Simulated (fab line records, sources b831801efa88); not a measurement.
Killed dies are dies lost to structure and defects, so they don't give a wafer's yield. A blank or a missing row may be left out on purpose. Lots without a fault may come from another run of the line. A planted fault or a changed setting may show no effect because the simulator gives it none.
A struck lot beside a sound one | flow sky130 | 15 steps out of a route of 708
Sound: wafers L587.2, L587.4, L587.5. Struck: wafer L596.5. (L596.1, L596.6 of the same lot were not struck and are left out.) The cause comes at the end.
At each step with rows: each side's tool, then ch and its chambers, then its first start. Under that, the readings that differ: sound wafers | struck wafers | difference of the means | sigmas: that difference in standard deviations of wafers without a fault.
alike: readings whose means differ by less than 2 such deviations, and words and numbers that are the same on both sides. not compared: withheld readings, readings that some wafer has no value for, bounds like >300 that may hide the same value, and numbers for which the record gives no deviation and whose values overlap.
The two part at a step that has a row with sigmas, a row that says differs or no value, or rows on one side only. Numbers that don't overlap but have no deviation are shown without sigmas and don't part them. A reading that every wafer of one side lacks parts them only if that side has two wafers or more.

SKY_VIA1_CD_MEAS_12: target cd 150 nm.
  sound on cd_sem-01, day 35 14:59; struck on cd_sem-02, day 38 05:56
  alike: cd_nm
SKY_VIA1_OVL_MEAS_13:
  sound on overlay-01, day 35 15:05; struck on overlay-02, day 38 06:03
  alike: VIA1_OVL
SKY_VIA1_ETCH_14: etches BARC in N2/H2, stops on SiO2, time 45.9 s, target depth 60 nm.
  sound on rie_diel-01 ch 0,1,2, day 35 15:07; struck on rie_diel-04 ch 0, day 38 06:05
  alike: drypump_motor_current_A, oes_product_au, throttle_valve_pct
  not compared: rf_hours_counter_h
then, 1 step without rows for these wafers: SKY_VIA1_ETCH_15 (etches SiO2 in C4F8/O2/Ar, stops on TiN, target depth 351 nm, time 54 s).
SKY_VIA1_STRIP_16: strips in O2/N2.
  sound on plasma_asher-03 ch 0,1, day 35 15:12; struck on plasma_asher-01 ch 1, day 38 06:11
  alike: drypump_motor_current_A, oes_product_au, strip_time_to_endpoint_s
  not compared: rf_hours_counter_h
then, 3 steps without rows for these wafers: SKY_VIA1_STRIP_17 (strips in post etch residue remover, time 1200 s); SKY_VIA1_CLEAN_18 (cleans in IPA, time 180 s); SKY_VIA1_CLEAN_19 (cleans in O3/DIW).
SKY_VIA1_SPUTTER_20: material TiN, target thk 20 nm, time 80 s.
  sound on pvd_sputter-03, day 35 15:47; struck on pvd_sputter-03, day 38 06:50
  alike: chamber_pressure_pa, throttle_valve_pct
SKY_VIA1_CVD_21: deposits W, target thk 270 nm, time 80.902 s.
  sound on cvd_w-01 ch 0,1, day 35 15:51; struck on cvd_w-01 ch 0, day 38 06:53
  alike: heater_power_w
SKY_VIA1_RS_MEAS_22: measures by four-point-probe.
  sound on film_metro-02, day 35 15:58; struck on film_metro-04, day 38 06:59
  alike: VIA1_W_RS
SKY_VIA1_THK_MEAS_23: measures by xrf.
  sound on film_metro-02, day 35 16:05; struck on film_metro-04, day 38 07:06
  alike: VIA1_W_THK
SKY_VIA1_CMP_24: polishes, stops on SiO2, t overpolish 15 s, target thk 0 nm.
  sound on cmp-01 ch 1,2,3, day 35 16:14; struck on cmp-02 ch 0, day 38 07:13
  reading                | sound                | struck | difference | sigmas
  overpolish_run_s (s)   | 15.004 15.002 15.010 | 0.047  | -14.958    | -99 or more
  time_to_endpoint_s (s) | 67.5 65.6 63.6       | 103.6  | +38.0      | +14
  alike: motor_current_A, slurry_filter_dp_kPa
SKY_METAL2_SPUTTER_00: material Ti, target thk 15 nm, time 10 s.
  the record has rows for the sound wafers here (pvd_sputter-02, day 35 16:26) and none for the struck ones
-- the record jumps here: 11 days lie between the struck wafers' starts before and after (it left off in module METAL2 and takes up again in module PAD_OPEN, whose first step shown is number 708 of the route) --
SKY_PAD_OPEN_PROBE_99:
  sound on prober-01, day 47 00:57; struck on prober-02, day 49 01:47
  reading                  | sound          | struck                   | difference                   | sigmas
  hold                     | - - -          | await_dispo/1.7h/release | no value on the sound wafers |
  defect_limited_yield (%) | 82.1 81.5 82.1 | 0                        | -82                          | -45
  killed_at_M0_to_M3       | 38 55 52       | 438                      | +390                         | +57
  killed_at_front_end      | 16 6 14        | 22                       | +10                          | +2
  killed_dies              | 88 91 88       | 492                      | +403                         | +46
  killed_on_rim            | 18 19 20       | 96                       | +77                          | +21
  sort_bin_3_pad_short (%) | 1.0 0.6 0.8    | 81.1                     | +80.3                        | +99 or more
  sort_n_pass              | 404 401 404    | 0                        | -403                         | -46
  sort_yield_pct (%)       | 82.1 81.5 82.1 | 0                        | -82                          | -45
  alike: killed_at_M4_up, killed_at_contacts, killed_at_other, killed_open, killed_short, sort_bin_5_function, sort_bin_6_memory

WHERE THEY PART
First at SKY_VIA1_CMP_24; last, within this record, at SKY_PAD_OPEN_PROBE_99.

WHY: what the simulator had put in
Process parameter drift: cmp-02, from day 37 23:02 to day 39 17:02, at SKY_VIA1_CMP_24. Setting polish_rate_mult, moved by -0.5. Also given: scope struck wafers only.
